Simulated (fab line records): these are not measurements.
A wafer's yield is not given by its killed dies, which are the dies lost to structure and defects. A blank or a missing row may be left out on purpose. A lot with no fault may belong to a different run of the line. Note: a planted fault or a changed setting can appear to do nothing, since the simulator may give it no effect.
Chamber matching    flow gf180mcu    cmp-01 running GF_V1_CMP_04: 4 sister chambers
The step polishes SiO2. 8 wafers are shown with their chamber, then 8 later ones without.

== EACH WAFER AND ITS CHAMBER ==
wafer   chamber  motor-current-A (A)  time-to-endpoint-s (s)
L236.1  0        11.3                 74
L245.2  2        14.9                 72
L245.4  0        11.2                 85
L245.5  1        12.3                 83
L247.1  3        12.1                 81
L247.2  1        12.2                 80
L247.4  2        13.8                 81
L248.1  3        12.3                 81

== WAFERS WHOSE CHAMBER IS MISSING ==
wafer   motor-current-A (A)  time-to-endpoint-s (s)
L248.2  12.2                 80
L248.4  12.5                 84
L249.3  12.3                 79
L249.5  12.1                 97
L249.6  11.7                 94
L259.2  10.5                 84
L259.5  12.6                 87
L259.6  14.3                 82

== WHICH CHAMBER EACH ONE RAN IN ==
wafer   from the rows above           in truth
L248.2  can't be placed: 3 or 1       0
L248.4  can't be placed: 1 or 3       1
L249.3  can't be placed: 3 or 1       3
L249.5  can't be placed: 1 or 3 or 0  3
L249.6  can't be placed: 1 or 3 or 0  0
L259.2  0                             0
L259.5  can't be placed: 1 or 3       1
L259.6  2                             2
Correctly placed: 2 of 8. These rows do not allow placing 6 (true chamber among the candidates in 5). Wrongly placed: 0.
How it was worked out, from the rows above alone: a wafer's distance from a chamber is the root of the sum, over the readings, of the square of ((its reading less the chamber's mean) divided by the reading's scatter). If the next closest chamber is less than 2 further off than the closest, the wafer can't be placed; otherwise it belongs to the closest. A chamber's mean is the mean of its shown wafers. The scatter: the root of (the sum of the squares of (reading less its chamber's mean) over the shown wafers, divided by (wafers less chambers)).
